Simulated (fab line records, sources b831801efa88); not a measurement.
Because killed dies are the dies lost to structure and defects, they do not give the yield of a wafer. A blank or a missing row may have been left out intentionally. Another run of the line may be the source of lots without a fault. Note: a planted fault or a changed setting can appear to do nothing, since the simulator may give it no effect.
Chamber matching    flow gf180mcu    GF_V4_CMP_04 on cmp-01: 4 sister chambers
The step polishes SiO2. 14 wafers are shown with their chamber, then 7 later ones without.

== WAFERS PAIRED WITH THEIR CHAMBERS ==
wafer   chamber  motor_current_A (A)  time_to_endpoint_s (s)  edge_zone_pressure_frac
L287.2  0        11.3                 71                      1.006
L287.4  3        9.7                  79                      1.005
L287.5  3        10.3                 87                      1.000
L291.1  2        11.9                 79                      1.004
L291.2  1        11.7                 72                      1.011
L291.6  3        10.5                 84                      1.002
L292.2  0        10.9                 80                      1.005
L292.3  1        11.9                 77                      0.994
L292.6  0        11.6                 83                      1.005
L295.2  1        11.6                 86                      0.992
L295.4  3        10.8                 94                      1.006
L295.6  3        9.9                  93                      1.000
L298.4  2        12.7                 83                      1.004
L298.5  2        12.6                 85                      1.002

SIGNATURES, as means of the wafers listed above
reading                  chamber 0  chamber 1  chamber 2  chamber 3  scatter within a chamber
motor_current_A          11.267     11.733     12.400     10.240     0.383
time_to_endpoint_s       78.00      78.33      82.33      87.40      5.95
edge_zone_pressure_frac  1.00533    0.99900    1.00333    1.00260    0.00503
Rule: a wafer's distance from a chamber is the root of the sum, over the readings, of the square of ((its reading less the chamber's mean) divided by the reading's scatter). If the next closest chamber is less than 2 further off than the closest, the wafer can't be placed; otherwise it belongs to the closest. How the scatter is found: for the shown wafers, subtract from each reading the mean of its chamber, square and add these, divide the total by (wafers less chambers), then take the root.

== WAFERS WITH NO CHAMBER GIVEN ==
wafer   motor_current_A (A)  time_to_endpoint_s (s)  edge_zone_pressure_frac
L298.6  12.2                 80                      1.003
L300.2  9.8                  81                      0.996
L300.3  11.3                 75                      0.994
L300.6  12.4                 84                      1.007
L301.1  12.6                 77                      0.997
L301.2  10.5                 79                      1.004
L301.5  9.8                  84                      1.008

== WHICH CHAMBER EACH WENT THROUGH ==
wafer   from the rows above           in truth
L298.6  can't be placed: 2 or 1 or 0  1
L300.2  3                             3
L300.3  can't be placed: 1 or 0       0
L300.6  can't be placed: 2 or 1       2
L301.1  can't be placed: 2 or 1       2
L301.2  can't be placed: 3 or 0 or 1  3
L301.5  3                             3
2 of 7 placed correctly. Can't be placed from these rows: 5 (the true chamber is among the candidates in 5). Wrongly placed: 0.
